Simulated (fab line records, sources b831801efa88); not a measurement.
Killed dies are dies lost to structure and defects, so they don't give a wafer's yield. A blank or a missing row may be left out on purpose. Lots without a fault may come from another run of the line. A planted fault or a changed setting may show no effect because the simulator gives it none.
A struck lot beside a sound one | flow gf180mcu | 24 steps out of a route of 602
Sound: wafers L460.2, L460.3, L460.4. Struck: wafers L468.2, L468.4, L468.6. The cause comes at the end.
At each step with rows: each side's tool, then ch and its chambers, then its first start. Under that, the readings that differ: sound wafers | struck wafers | difference of the means | sigmas: that difference in standard deviations of wafers without a fault.
alike: readings whose means differ by less than 2 such deviations, and words and numbers that are the same on both sides. not compared: withheld readings, readings that some wafer has no value for, bounds like >300 that may hide the same value, and numbers for which the record gives no deviation and whose values overlap.
The two part at a step that has a row with sigmas, a row that says differs or no value, or rows on one side only. Numbers that don't overlap but have no deviation are shown without sigmas and don't part them. A reading that every wafer of one side lacks parts them only if that side has two wafers or more.

GF_HV_LDD_STRIP_49: strips in O2/N2.
  sound on plasma_asher-03 ch 0,1, day 12 15:23; struck on plasma_asher-04 ch 0,1, day 14 23:34
  alike: drypump_motor_current_A, heater_power_w, oes_product_au, strip_time_to_endpoint_s
  not compared: rf_hours_counter_h
GF_HV_LDD_TW_MEAS_50:
  sound on film_metro-03, day 12 15:30; struck on film_metro-03, day 14 23:40
  alike: HV_LDD_4_TW
then, 1 step without rows for these wafers: GF_HV_LDD_CLEAN_51 (cleans in SC1/SC2, time 150 s).
GF_HV_LDD_RTA_52: time 10 s.
  sound on rtp_anneal-02 ch 0, day 12 15:37; struck on rtp_anneal-01 ch 0, day 14 23:47
  reading            | sound          | struck         | difference | sigmas
  lamp_power_pct (%) | 31.7 31.6 31.6 | 33.0 33.0 32.9 | +1.3       | +2
  alike: wafer_temp_C_max
GF_HV_LDD_RS_MEAS_53: measures by four-point-probe.
  sound on film_metro-04, day 12 15:44; struck on film_metro-02, day 14 23:52
  alike: HV_LDD_RS
then, 1 step without rows for these wafers: GF_HV_LDD_CVD_54 (deposits SiO2 from TEOS, target thk 10 nm, time 75 s).
GF_HV_LDD_THK_MEAS_55:
  sound on film_metro-04, day 12 16:52; struck on film_metro-02, day 15 00:59
  alike: HV_LDD_CVD_54_THK
then, 1 step without rows for these wafers: GF_HV_LDD_CVD_56 (deposits Si3N4 from DCS/NH3, target thk 90 nm, time 1543 s).
GF_HV_LDD_THK_MEAS_57:
  sound on film_metro-02, day 12 18:21; struck on film_metro-04, day 15 02:29
  reading                | sound          | struck         | difference | sigmas
  HV_LDD_CVD_56_THK (nm) | 91.8 91.3 91.0 | 89.1 89.1 89.0 | -2.3       | -2
GF_HV_LDD_ETCHBACK_58: etches Si3N4 in CH3F/O2, stops on SiO2, time 100 s, target depth 90 nm.
  sound on rie_diel-02 ch 0,1,3, day 12 18:24; struck on rie_diel-01 ch 2,3, day 15 02:32
  alike: drypump_motor_current_A, oes_product_au, throttle_valve_pct
  not compared: rf_hours_counter_h
then, 2 steps without rows for these wafers: GF_NSD_DEHYDRATE_00 (time 60 s); GF_NSD_HMDS_01 (prime time 60 s).
GF_NSD_COAT_02: resist thk 1000 nm.
  sound on litho_track-02 ch 0, day 13 03:38; struck on litho_track-02 ch 0, day 15 12:47
  reading                                  | sound           | struck         | difference | sigmas
  model.NOVOLAK_of_NSD_COAT_02.thk_nm (nm) | 1002 1002 999.7 | 1157 1158 1156 | +156       |
  alike: chill_plate_temp_C, dispense_pressure_kPa
then, 3 steps without rows for these wafers: GF_NSD_SOFTBAKE_03 (time 60 s); GF_NSD_EXPOSE_04 (exposes mask Nplus, target cd 400 nm); GF_NSD_PEB_05.
GF_NSD_DEVELOP_06: develop time 60 s.
  sound on litho_track-02 ch 0, day 13 13:38; struck on litho_track-02 ch 0, day 15 23:20
  reading                                  | sound           | struck         | difference | sigmas
  model.NOVOLAK_of_NSD_COAT_02.thk_nm (nm) | 1001 1002 999.3 | 1157 1158 1156 | +156       |
  alike: chill_plate_temp_C, developer_temp_C
GF_NSD_CD_MEAS_07: target cd 400 nm.
  sound on cd_sem-01, day 13 13:47; struck on cd_sem-02, day 16 00:03
  reading    | sound             | struck            | difference | sigmas
  cd_nm (nm) | 402.3 403.3 403.6 | 386.9 382.7 386.2 | -17.8      | -8
  not compared: hold
GF_NSD_OVL_MEAS_08:
  sound on overlay-02, day 13 13:53; struck on overlay-01, day 16 04:14
  reading      | sound          | struck                                                                     | difference                   | sigmas
  hold         | - - -          | await_dispo/4.1h/release await_dispo/4.1h/release await_dispo/4.1h/release | no value on the sound wafers |
  NSD_OVL (nm) | -1.5 -2.1 -0.9 | 1.0 1.7 1.3                                                                | +2.8                         | +2
then, 2 steps without rows for these wafers: GF_NSD_IMPLANT_09; GF_NSD_IMPLANT_10.
GF_NSD_STRIP_11: strips in O2/N2.
  sound on plasma_asher-03 ch 0,1, day 13 14:13; struck on plasma_asher-04 ch 0, day 16 04:34
  reading                      | sound             | struck            | difference | sigmas
  oes_product_au (a.u.)        | 0.490 0.489 0.490 | 0.511 0.500 0.508 | +0.017     | +4
  strip_time_to_endpoint_s (s) | 22.98 22.99 22.94 | 24.70 24.70 24.69 | +1.73      | +45
  alike: drypump_motor_current_A, heater_power_w
  not compared: rf_hours_counter_h
GF_NSD_TW_MEAS_12:
  sound on film_metro-02, day 13 14:20; struck on film_metro-01, day 16 04:40
  reading | sound          | struck         | difference | sigmas
  NSD_TW  | 4227 4237 4243 | 4341 4344 4313 | +97        | +2
GF_PASSIVATION_PROBE_99:
  the record has rows for the sound wafers here (prober-02, day 29 08:07) and none for the struck ones

WHERE THEY PART
First at GF_HV_LDD_RTA_52; last, within this record, at GF_PASSIVATION_PROBE_99.

WHY: what the simulator had put in
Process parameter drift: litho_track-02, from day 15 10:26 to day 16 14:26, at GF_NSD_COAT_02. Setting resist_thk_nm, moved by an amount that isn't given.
